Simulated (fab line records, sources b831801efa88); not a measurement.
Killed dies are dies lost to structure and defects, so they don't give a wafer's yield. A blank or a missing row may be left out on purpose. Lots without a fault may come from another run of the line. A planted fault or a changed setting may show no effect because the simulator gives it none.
Which tool did it? | flow gf180mcu | 14 lots, 41 wafers sampled, at 6 steps of a route of 602

WHAT THE GAUGES READ, wafer by wafer
GF_DUAL_GATE_THK_MEAS_03.
lot  | measured     | on            | DUAL_GATE_OXIDATION_00_THK (nm)
L330 | day 7 16:53  | film_metro-01 | 10.88 10.97 10.93
L331 | day 7 23:49  | film_metro-03 | 11.09 10.97 10.98
L332 | day 8 06:32  | film_metro-02 | 11.06 10.98 11.10
L333 | day 8 12:20  | film_metro-02 | 10.74 10.63 10.68
L335 | day 9 01:58  | film_metro-01 | 11.18 10.91 11.07
L336 | day 9 10:23  | film_metro-03 | 10.70 10.64 10.76
L337 | day 9 15:58  | film_metro-02 | 10.87 10.89 10.81
L341 | day 10 17:24 | film_metro-02 | 10.73 10.69 10.85
L342 | day 11 00:43 | film_metro-02 | 10.70 10.91 10.64
L343 | day 11 07:58 | film_metro-03 | 10.92 10.83
L347 | day 12 18:10 | film_metro-02 | 10.86 10.98 10.96
L351 | day 13 16:21 | film_metro-03 | 11.06 11.01 11.01
L352 | day 13 22:47 | film_metro-02 | 10.88 10.97 11.16
L353 | day 14 09:24 | film_metro-02 | 11.12 11.03 11.06

GF_PSD_RS_MEAS_14: measures by four-point-probe.
lot  | measured     | on            | NSD_RS (ohm/sq)
L330 | day 14 08:19 | film_metro-03 | 45.97 45.94 46.01
L331 | day 14 16:01 | film_metro-03 | 46.13 46.13 46.12
L332 | day 14 23:34 | film_metro-04 | 46.13 46.21 46.28
L333 | day 15 05:34 | film_metro-02 | 46.20 46.09 46.33
L335 | day 15 21:42 | film_metro-02 | 46.18 46.18 46.20
L336 | day 16 10:04 | film_metro-03 | 46.15 46.11 46.18
L337 | day 16 18:28 | film_metro-03 | 46.07 46.18 46.20
L341 | day 17 23:27 | film_metro-04 | 44.40 46.24 46.40
L342 | day 18 10:35 | film_metro-04 | 44.29 44.30 46.26
L343 | day 18 16:19 | film_metro-04 | 44.31 46.23
L347 | day 20 20:19 | film_metro-02 | 46.01 46.00 45.99
L351 | day 22 01:21 | film_metro-04 | 46.23 46.27 46.23
L352 | day 22 02:58 | film_metro-04 | 46.28 46.31 46.30
L353 | day 22 16:54 | film_metro-03 | 46.20 46.22 46.19

GF_PSD_RS_MEAS_15: measures by four-point-probe.
lot  | measured     | on            | PSD_RS (ohm/sq)
L330 | day 14 08:26 | film_metro-03 | 108.40 108.03 108.05
L331 | day 14 16:08 | film_metro-03 | 108.83 108.70 108.49
L332 | day 14 23:41 | film_metro-04 | 108.28 108.57 108.74
L333 | day 15 05:41 | film_metro-02 | 108.86 108.63 108.97
L335 | day 15 21:49 | film_metro-02 | 108.64 108.76 108.88
L336 | day 16 10:11 | film_metro-03 | 108.59 108.69 108.62
L337 | day 16 18:35 | film_metro-03 | 108.17 108.53 108.59
L341 | day 17 23:34 | film_metro-04 | 104.28 108.73 109.23
L342 | day 18 10:42 | film_metro-04 | 104.81 104.73 108.90
L343 | day 18 16:26 | film_metro-04 | 104.67 108.60
L347 | day 20 20:26 | film_metro-02 | 108.13 108.29 108.28
L351 | day 22 01:28 | film_metro-04 | 108.89 108.83 108.57
L352 | day 22 03:05 | film_metro-04 | 108.96 109.02 108.88
L353 | day 22 17:01 | film_metro-03 | 108.97 108.62 108.86

GF_SAB_THK_MEAS_01.
lot  | measured     | on            | SAB_CVD_00_THK (nm)
L330 | day 14 08:35 | film_metro-01 | 50.1 50.3 50.3
L331 | day 14 16:16 | film_metro-02 | 49.8 51.7 50.9
L332 | day 14 23:50 | film_metro-02 | 48.6 49.4 50.1
L333 | day 15 05:50 | film_metro-01 | 50.4 51.4 50.8
L335 | day 15 21:58 | film_metro-01 | 48.9 49.7 50.4
L336 | day 16 10:19 | film_metro-03 | 49.4 50.1 51.1
L337 | day 16 18:44 | film_metro-02 | 49.9 49.9 50.2
L341 | day 17 23:42 | film_metro-02 | 49.6 49.7 50.1
L342 | day 18 10:50 | film_metro-03 | 49.4 49.1 50.9
L343 | day 18 16:35 | film_metro-02 | 50.5 51.5
L347 | day 20 20:35 | film_metro-01 | 49.0 49.7 50.8
L351 | day 22 01:37 | film_metro-02 | 49.6 49.6 50.5
L352 | day 22 03:12 | film_metro-03 | 48.5 50.0 49.1
L353 | day 22 17:09 | film_metro-02 | 49.7 50.2 49.6

GF_CONTACT_THK_MEAS_26: measures by xrf.
lot  | measured     | on            | CONTACT_W_THK (nm)
L330 | day 16 04:44 | film_metro-04 | 308 305 310
L331 | day 16 12:13 | film_metro-01 | 301 306 305
L332 | day 16 21:43 | film_metro-04 | 295 303 300
L333 | day 17 03:19 | film_metro-04 | 308 300 301
L335 | day 17 20:21 | film_metro-03 | 284 291 289
L336 | day 18 08:37 | film_metro-03 | 288 293 284
L337 | day 18 18:35 | film_metro-04 | 303 304 296
L341 | day 20 02:58 | film_metro-01 | 303 307 301
L342 | day 20 14:18 | film_metro-04 | 298 299 298
L343 | day 20 20:35 | film_metro-04 | 300 299
L347 | day 22 22:02 | film_metro-03 | 295 294 294
L351 | day 24 01:32 | film_metro-04 | 300 296 296
L352 | day 24 02:57 | film_metro-03 | 290 286 289
L353 | day 24 15:42 | film_metro-01 | 300 309 304

WHICH TOOL RAN EACH LOT (tool, then ch and the chambers of the sampled wafers, then the start)
lot  | GF_PSD_RTA_13
L330 | rtp_anneal-02 ch 0, day 14 08:14
L331 | rtp_anneal-01 ch 0, day 14 15:56
L332 | rtp_anneal-01 ch 0, day 14 23:29
L333 | rtp_anneal-02 ch 0, day 15 05:29
L335 | rtp_anneal-02 ch 0, day 15 21:37
L336 | rtp_anneal-02 ch 0, day 16 09:59
L337 | rtp_anneal-01 ch 0, day 16 18:23
L341 | rtp_anneal-02 ch 0, day 17 23:22
L342 | rtp_anneal-02 ch 0, day 18 10:30
L343 | rtp_anneal-02 ch 0, day 18 16:14
L347 | rtp_anneal-01 ch 0, day 20 20:14
L351 | rtp_anneal-02 ch 0, day 22 01:16
L352 | rtp_anneal-02 ch 0, day 22 02:52
L353 | rtp_anneal-01 ch 0, day 22 16:49
- GF_PSD_RTA_13: time 20 s.

WHAT THE TOOLS THEMSELVES READ (means of the sampled wafers that have a number; where no wafer has one, the mark that the record gives instead)
GF_PSD_RTA_13.
lot  | tool          | lamp_power_pct (%) | run_length_s (s) | wafer_temp_C_max
L330 | rtp_anneal-02 | 31                 | 48.75            | 1033.1
L331 | rtp_anneal-01 | 38                 | 48.88            | 1030.9
L332 | rtp_anneal-01 | 38                 | 48.93            | 1030.8
L333 | rtp_anneal-02 | 31                 | 48.80            | 1031.7
L335 | rtp_anneal-02 | 31                 | 48.70            | 1031.8
L336 | rtp_anneal-02 | 31                 | 48.73            | 1032.7
L337 | rtp_anneal-01 | 38                 | 48.94            | 1029.9
L341 | rtp_anneal-02 | 31                 | 52.17            | 1034.6
L342 | rtp_anneal-02 | 31                 | 55.22            | 1032.1
L343 | rtp_anneal-02 | 31                 | 53.64            | 1032.8
L347 | rtp_anneal-01 | 38                 | 48.83            | 1031.7
L351 | rtp_anneal-02 | 31                 | 48.81            | 1032.3
L352 | rtp_anneal-02 | 31                 | 48.74            | 1032.8
L353 | rtp_anneal-01 | 38                 | 48.91            | 1029.6

THE ANSWER, worked out from the rows above alone
Rule: what is usual is taken from the lots themselves. Put in order of their means at a reading, lots are off if they are a third of the lots or fewer, leave a main group of 4 or more, and stand apart from it by a gap of 3 or more times the standard deviation of the main group's means; of several such gaps the widest counts. A main group whose means are all the same, to the digits that the tables above print for the reading, isn't used. A lot without any number at a reading at which 4 lots or more have one is off too. The other lots that the step has rows for count as sound. The gauges are gone through in route order, then the tools' own readings, and for those a lot's mean is taken as printed above. The first step at which some lot is off is used, and at that step the reading that is off furthest; a lot without a number counts as furthest.
Off: L341, L342, L343, at GF_PSD_RS_MEAS_14 (NSD_RS). The main group: mean 46.16 ohm/sq, standard deviation 0.093.
A tool fits if, at a process step before that reading, it ran every lot that is off, and no sound lot after the first of them. The gauges at GF_PSD_RS_MEAS_14 aren't tried: what is off there is off at GF_PSD_RTA_13 too, on other tools, and a gauge's error can't cause that. None of those tried fits.

WHAT THE SIMULATOR HAD PUT IN
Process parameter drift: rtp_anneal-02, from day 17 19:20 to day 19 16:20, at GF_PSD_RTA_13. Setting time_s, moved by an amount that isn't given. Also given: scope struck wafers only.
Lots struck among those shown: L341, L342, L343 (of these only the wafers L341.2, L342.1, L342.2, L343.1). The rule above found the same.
